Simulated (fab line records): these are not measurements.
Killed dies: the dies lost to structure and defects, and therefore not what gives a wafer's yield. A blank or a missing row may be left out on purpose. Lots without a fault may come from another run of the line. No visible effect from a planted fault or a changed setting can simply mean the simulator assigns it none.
Chamber matching / flow sky130 / cmp-02 running SKY_FIELD_ISO_CMP_27: 4 sister chambers
The step polishes, stops on Si3N4, t overpolish 16 s, target thk 457.8 nm. 14 wafers are shown with their chamber, then 7 later ones without.

WAFERS PAIRED WITH THEIR CHAMBERS
wafer=L853.1; chamber=2; motor current A (A)=13.6; time to endpoint s (s)=109; overpolish run s (s)=16.003
wafer=L853.5; chamber=0; motor current A (A)=11.9; time to endpoint s (s)=104; overpolish run s (s)=16.004
wafer=L853.6; chamber=1; motor current A (A)=11.9; time to endpoint s (s)=111; overpolish run s (s)=16.016
wafer=L856.4; chamber=0; motor current A (A)=11.6; time to endpoint s (s)=108; overpolish run s (s)=15.991
wafer=L856.5; chamber=0; motor current A (A)=12.2; time to endpoint s (s)=109; overpolish run s (s)=15.995
wafer=L856.6; chamber=1; motor current A (A)=11.8; time to endpoint s (s)=113; overpolish run s (s)=16.000
wafer=L865.2; chamber=1; motor current A (A)=12.0; time to endpoint s (s)=111; overpolish run s (s)=15.993
wafer=L865.3; chamber=0; motor current A (A)=11.9; time to endpoint s (s)=109; overpolish run s (s)=15.997
wafer=L865.6; chamber=3; motor current A (A)=14.1; time to endpoint s (s)=114; overpolish run s (s)=15.986
wafer=L866.2; chamber=2; motor current A (A)=14.0; time to endpoint s (s)=103; overpolish run s (s)=15.993
wafer=L866.3; chamber=0; motor current A (A)=11.8; time to endpoint s (s)=99; overpolish run s (s)=16.001
wafer=L866.6; chamber=0; motor current A (A)=11.8; time to endpoint s (s)=99; overpolish run s (s)=15.995
wafer=L868.1; chamber=0; motor current A (A)=10.5; time to endpoint s (s)=106; overpolish run s (s)=15.999
wafer=L868.5; chamber=2; motor current A (A)=13.6; time to endpoint s (s)=105; overpolish run s (s)=16.004

SIGNATURES (averages over the wafers above)
reading=motor current A; chamber 0=11.671; chamber 1=11.900; chamber 2=13.733; chamber 3=14.100; scatter within a chamber=0.438
reading=time to endpoint s; chamber 0=104.86; chamber 1=111.67; chamber 2=105.67; chamber 3=114.00; scatter within a chamber=3.69
reading=overpolish run s; chamber 0=15.99743; chamber 1=16.00300; chamber 2=16.00000; chamber 3=15.98600; scatter within a chamber=0.00681
Rule: a wafer's distance from a chamber is the root of the sum, over the readings, of the square of ((its reading less the chamber's mean) divided by the reading's scatter). If the next closest chamber is less than 2 further off than the closest, the wafer can't be placed; otherwise it belongs to the closest. The scatter: take each reading less its chamber's mean, square it, sum over the shown wafers, divide by the number of wafers less the number of chambers, and take the root.

WAFERS WHOSE CHAMBER IS MISSING
wafer=L868.6; motor current A (A)=12.7; time to endpoint s (s)=106; overpolish run s (s)=15.992
wafer=L870.3; motor current A (A)=13.0; time to endpoint s (s)=103; overpolish run s (s)=16.022
wafer=L870.5; motor current A (A)=13.3; time to endpoint s (s)=104; overpolish run s (s)=16.002
wafer=L870.6; motor current A (A)=10.8; time to endpoint s (s)=102; overpolish run s (s)=15.994
wafer=L871.2; motor current A (A)=12.1; time to endpoint s (s)=106; overpolish run s (s)=15.990
wafer=L871.5; motor current A (A)=11.6; time to endpoint s (s)=101; overpolish run s (s)=16.000
wafer=L871.6; motor current A (A)=14.4; time to endpoint s (s)=106; overpolish run s (s)=16.002

THE CHAMBER EACH PASSED THROUGH
wafer=L868.6; from the rows above=can't be placed: 0 or 2 or 1 or 3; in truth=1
wafer=L870.3; from the rows above=can't be placed: 2 or 1 or 0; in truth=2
wafer=L870.5; from the rows above=2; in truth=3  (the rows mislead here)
wafer=L870.6; from the rows above=can't be placed: 0 or 1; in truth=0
wafer=L871.2; from the rows above=can't be placed: 0 or 1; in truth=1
wafer=L871.5; from the rows above=can't be placed: 0 or 1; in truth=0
wafer=L871.6; from the rows above=can't be placed: 2 or 3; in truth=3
Correctly placed: 0 of 7. Not placeable from these rows: 6 (in 6, the candidates include the true chamber). Wrongly placed: 1.
